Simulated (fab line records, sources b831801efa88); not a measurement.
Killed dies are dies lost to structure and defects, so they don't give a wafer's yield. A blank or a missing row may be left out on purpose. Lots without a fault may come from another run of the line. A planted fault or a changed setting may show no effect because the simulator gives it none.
Problem report in the 8D (eight disciplines) form, filled by code | flow sky130 | the parts of the form that need people (team, actions taken, sign-off) are left out

1. THE PROBLEM
cathode_dc_power_W at SKY_METAL4_SPUTTER_04 reads a mean of 6093.6 W on 3 wafers of 2 lots; wafers without a fault read 6500.2 W with a standard deviation of 1.2. That is -99 or more standard deviations from the usual mean.
The step: material TiN, target thk 70 nm, time 58.3 s.
First seen on wafer L204.1, day 42 17:09, on pvd_sputter-02. The record holds 42 wafers of 14 lots with a number at this step. Rule for "out", or "out of limits": more than 4 standard deviations from the usual mean. The other wafers with a number count as sound.

2. WHAT IT IS AND WHAT IT IS NOT
question                    | is                     | is not
which readings at this step | cathode_dc_power_W     | throttle_valve_pct
which lots                  | L204, L206             | L196, L198, L202, L203, L208, L210, L212, L213, L215, L216, L218, L219
which wafers of those lots  | L204.1, L206.2, L206.5 | L204.2, L204.3, L206.1
read on which tools         | pvd_sputter-02         | pvd_sputter-01, pvd_sputter-03
when                        | from day 42 17:09      | up to then (14 sound wafers); but 25 sound wafers of L206, L208, L210, L212, L213, L215, L216, L218, L219 came after

3. SUSPECTS, AND WHAT RULES EACH OUT
Counting: a tool at a process step up to the reading stays a suspect if it ran every lot that is out. Sound lots after the first of them don't rule it out here, since some wafers of a struck lot are sound.
- pvd_sputter-02 at SKY_METAL4_SPUTTER_04 (material TiN, target thk 70 nm, time 58.3 s): kept. It ran every lot that is out, first L204 (day 42 17:09); its last sound lot up to then is L203 (day 42 16:14). Its own readings are out on those wafers: cathode_dc_power_W.
Left after counting: pvd_sputter-02 at SKY_METAL4_SPUTTER_04.

4. THE CAUSE (what the simulator had put in)
Process parameter drift: pvd_sputter-02, from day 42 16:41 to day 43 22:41, at SKY_METAL4_SPUTTER_04. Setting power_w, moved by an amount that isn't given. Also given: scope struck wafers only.
Counting left only this tool.

5. THE CHAIN OF EFFECTS, in route order
Each row: a reading whose mean over the struck wafers that have a number lies more than 3 standard deviations from the usual. Only readings for which the record gives a usual standard deviation are gone through. hours: the time from each lot's start at the first step in this table that gives one to its start at this step, as a median over the lots. sigmas: the change in usual standard deviations.
hours | step                  | reading            | usual    | on struck wafers | change | sigmas
0     | SKY_METAL4_SPUTTER_04 | cathode_dc_power_W | 6500.2 W | 6093.6           | -406.6 | -99 or more
The process steps in it:
- SKY_METAL4_SPUTTER_04: material TiN, target thk 70 nm, time 58.3 s.

6. WHAT WOULD HAVE CAUGHT IT SOONER
In this record the first reading out of limits was taken at day 42 17:09, 0 hours after the fault began at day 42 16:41.
